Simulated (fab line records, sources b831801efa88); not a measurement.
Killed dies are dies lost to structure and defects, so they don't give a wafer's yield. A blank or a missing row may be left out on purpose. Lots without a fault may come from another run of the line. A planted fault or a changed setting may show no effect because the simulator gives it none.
A struck lot beside a sound one | flow gf180mcu | 15 steps out of a route of 602
Sound: wafers L716.3, L716.5, L716.6. Struck: wafer L721.3. (L721.1, L721.5 of the same lot were not struck and are left out.) The cause comes at the end.
At each step with rows: each side's tool, then ch and its chambers, then its first start. Under that, the readings that differ: sound wafers | struck wafers | difference of the means | sigmas: that difference in standard deviations of wafers without a fault.
alike: readings whose means differ by less than 2 such deviations, and words and numbers that are the same on both sides. not compared: withheld readings, readings that some wafer has no value for, bounds like >300 that may hide the same value, and numbers for which the record gives no deviation and whose values overlap.
The two part at a step that has a row with sigmas, a row that says differs or no value, or rows on one side only. Numbers that don't overlap but have no deviation are shown without sigmas and don't part them. A reading that every wafer of one side lacks parts them only if that side has two wafers or more.

first, 4 steps without rows for these wafers: GF_DNWELL_EXPOSE_04 (exposes mask DNWELL, target cd 1700 nm); GF_DNWELL_PEB_05; GF_DNWELL_DEVELOP_06 (develop time 60 s); GF_DNWELL_IMPLANT_07.
GF_DNWELL_STRIP_08: strips in O2/N2.
  sound on plasma_asher-01 ch 0,1, day 2 23:46; struck on plasma_asher-03 ch 0, day 4 02:35
  reading            | sound       | struck | difference | sigmas
  heater_power_w (W) | 342 335 333 | 268    | -69        | -2
  alike: drypump_motor_current_A, n2_flow_sccm, oes_product_au, strip_time_to_endpoint_s
  not compared: rf_hours_counter_h
GF_DNWELL_TW_MEAS_09:
  sound on film_metro-01, day 2 23:51; struck on film_metro-03, day 4 02:41
  reading   | sound          | struck | difference | sigmas
  DNWELL_TW | 1375 1375 1378 | 1348   | -28        | -3
then, 6 steps without rows for these wafers: GF_NWELL_DEHYDRATE_00 (time 60 s); GF_NWELL_HMDS_01 (prime time 60 s); GF_NWELL_COAT_02 (resist thk 3000 nm); GF_NWELL_SOFTBAKE_03; GF_NWELL_EXPOSE_04 (exposes mask Nwell, target cd 860 nm); GF_NWELL_PEB_05.
GF_NWELL_DEVELOP_06: develop time 60 s.
  sound on litho_track-01 ch 0, day 3 13:00; struck on litho_track-01 ch 0, day 4 16:00
GF_NWELL_OVL_MEAS_07:
  sound on overlay-02, day 3 13:13; struck on overlay-02, day 4 16:18
  not compared: NWELL_OVL
then, 1 step without rows for these wafers: GF_NWELL_IMPLANT_08.

WHERE THEY PART
First at GF_DNWELL_STRIP_08; last, within this record, at GF_DNWELL_TW_MEAS_09.

WHY: what the simulator had put in
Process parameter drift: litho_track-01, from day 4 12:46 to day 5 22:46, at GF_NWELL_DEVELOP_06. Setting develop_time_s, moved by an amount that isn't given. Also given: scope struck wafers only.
